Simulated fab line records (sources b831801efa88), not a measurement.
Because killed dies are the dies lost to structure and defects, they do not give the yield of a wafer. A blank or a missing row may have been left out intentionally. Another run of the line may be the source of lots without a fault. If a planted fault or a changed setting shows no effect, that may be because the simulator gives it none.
A lot that was struck, set against a sound lot | flow sky130 | 37 steps out of a route of 708
Sound: wafers L533.1, L533.4, L533.6. Struck: wafers L542.2, L542.5, L542.6. The cause comes at the end.
Each step with rows lists, per side, the tool, then ch with its chambers, then its first start. Under that, the readings that differ: sound wafers | struck wafers | difference of the means | sigmas: that difference in standard deviations of wafers without a fault.
alike: readings whose means differ by less than 2 such deviations, and words and numbers that are the same on both sides. not compared: withheld readings, readings that some wafer has no value for, bounds like >300 that may hide the same value, and numbers for which the record gives no deviation and whose values overlap.
The two part at a step that has a row with sigmas, a row that says differs or no value, or rows on one side only. Numbers that don't overlap but have no deviation are shown without sigmas and don't part them. Lack of a reading on every wafer of one side parts them only where that side has two or more wafers.

first, 10 steps without rows for these wafers: SKY_VIA3_CLEAN_18 (cleans in IPA, time 180 s); SKY_VIA3_CLEAN_19 (cleans in O3/DIW); SKY_VIA3_SPUTTER_20 (material TiN, target thk 20 nm, time 80 s); SKY_VIA3_CVD_21 (deposits W, target thk 390 nm, time 117.31 s); SKY_VIA3_CMP_24 (polishes, stops on SiO2, t overpolish 20 s, target thk 0 nm); SKY_METAL4_SPUTTER_00 (material Ti, target thk 15 nm, time 10 s); SKY_METAL4_SPUTTER_01 (material TiN, target thk 20 nm, time 16.7 s); SKY_METAL4_SPUTTER_02 (material AlCu, target thk 735 nm, time 39.1 s); SKY_METAL4_SPUTTER_03 (material Ti, target thk 5 nm, time 3.3 s); SKY_METAL4_SPUTTER_04 (material TiN, target thk 70 nm, time 58.3 s).
SKY_CAP2M_CVD_00: deposits SiO2, target thk 15.5 nm.
  sound on pecvd-02 ch 1,2, day 40 12:58; struck on pecvd-02 ch 0,2, day 43 01:13
  reading                                | sound             | struck            | difference | sigmas
  rf_fwd_power_W (W)                     | 438.5 437.6 444.1 | 513.2 516.1 510.0 | +73.0      | +38
  model.SiO2_of_CAP2M_CVD_00.thk_nm (nm) | 15.51 15.77 15.62 | 16.07 16.07 16.25 | +0.50      |
  alike: heater_power_outer_w, heater_power_w
SKY_CAP2M_THK_MEAS_01:
  sound: film_metro-03 at day 40 13:00; struck: film_metro-02 at day 43 01:15
  reading               | sound             | struck            | difference | sigmas
  CAP2M_CVD_00_THK (nm) | 15.49 15.74 15.62 | 16.09 16.07 16.25 | +0.52      | +2
then, 23 steps without rows for these wafers: SKY_CAP2M_SPUTTER_02 (material TiN, target thk 200 nm, time 166.7 s); SKY_CAP2M_DEHYDRATE_05 (time 60 s); SKY_CAP2M_HMDS_06 (prime time 60 s); SKY_CAP2M_COAT_07 (resist thk 1140 nm); SKY_CAP2M_SOFTBAKE_08 (time 60 s); SKY_CAP2M_EXPOSE_09 (exposes mask CAP2M, target cd 1000 nm); SKY_CAP2M_PEB_10; SKY_CAP2M_DEVELOP_11 (develop time 60 s); SKY_CAP2M_METAL_ETCH_13 (etches TiN in Cl2/BCl3, stops on SiO2, target depth 220 nm, time 62.9 s); SKY_CAP2M_STRIP_14 (strips in O2/N2); SKY_CAP2M_STRIP_15 (strips in post etch residue remover, time 1200 s); SKY_CAP2M_CLEAN_16 (cleans in IPA, time 180 s); SKY_CAP2M_CLEAN_17 (cleans in O3/DIW); SKY_METAL4_DEHYDRATE_05 (time 60 s); SKY_METAL4_HMDS_06 (prime time 60 s); SKY_METAL4_COAT_07 (resist thk 60 nm); SKY_METAL4_COAT_08 (resist thk 1140 nm); SKY_METAL4_SOFTBAKE_09 (time 90 s); SKY_METAL4_EXPOSE_10 (exposes mask MM4, target cd 300 nm); SKY_METAL4_PEB_11; SKY_METAL4_DEVELOP_12 (develop time 60 s); SKY_METAL4_DESCUM_15 (chemistry O2, time 8 s); SKY_METAL4_ETCH_16 (etches BARC in N2/H2, stops on SiO2, time 88.2 s, target depth 60 nm).
SKY_METAL4_ETCH_17: etches SiO2 in C4F8/O2/Ar, stops on TiN, time 3.9 s, target depth 15 nm.
  sound on rie_diel-01 ch 0,3, day 42 14:38; struck on rie_diel-03 ch 0,2,3, day 44 23:22
  reading                  | sound             | struck            | difference | sigmas
  model.etch.depth_nm (nm) | 15.51 15.77 15.62 | 16.07 16.07 16.25 | +0.50      |
  alike: bias_w, oes_product_au, rf_fwd_power_W
  not compared: rf_hours_counter_h
-- the record jumps here: 4 days lie between the struck wafers' starts before and after (it left off in module METAL4 and takes up again in module PAD_OPEN, whose first step shown is number 708 of the route) --
SKY_PAD_OPEN_PROBE_99:
  sound: prober-01 at day 46 11:14; struck: prober-01 at day 48 15:39
  reading                       | sound             | struck            | difference | sigmas
  model.etest.cap_mim2.bv_v (V) | 13.92 14.03 13.99 | 14.54 14.45 15.35 | +0.80      |
  model.etest.cap_mim2.c_ff_um2 | 2.333 2.292 2.308 | 2.254 2.24 2.235  | -0.068     |
  alike: defect_limited_yield, killed_at_M0_to_M3, killed_at_M4_up, killed_at_contacts, killed_at_front_end, killed_at_other, killed_dies, killed_open, killed_short, sort_bin_3_pad_short, sort_bin_5_function, sort_bin_6_memory, sort_n_pass, sort_yield_pct

== WHERE THEY PART ==
Last at SKY_CAP2M_THK_MEAS_01 as far as this record goes, first at SKY_CAP2M_CVD_00. Later steps at which nothing parts them and some readings are alike: SKY_METAL4_ETCH_17, SKY_PAD_OPEN_PROBE_99.

WHY: what had been put in by the simulator
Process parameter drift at SKY_CAP2M_CVD_00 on pecvd-02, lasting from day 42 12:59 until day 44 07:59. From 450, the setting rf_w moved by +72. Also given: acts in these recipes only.
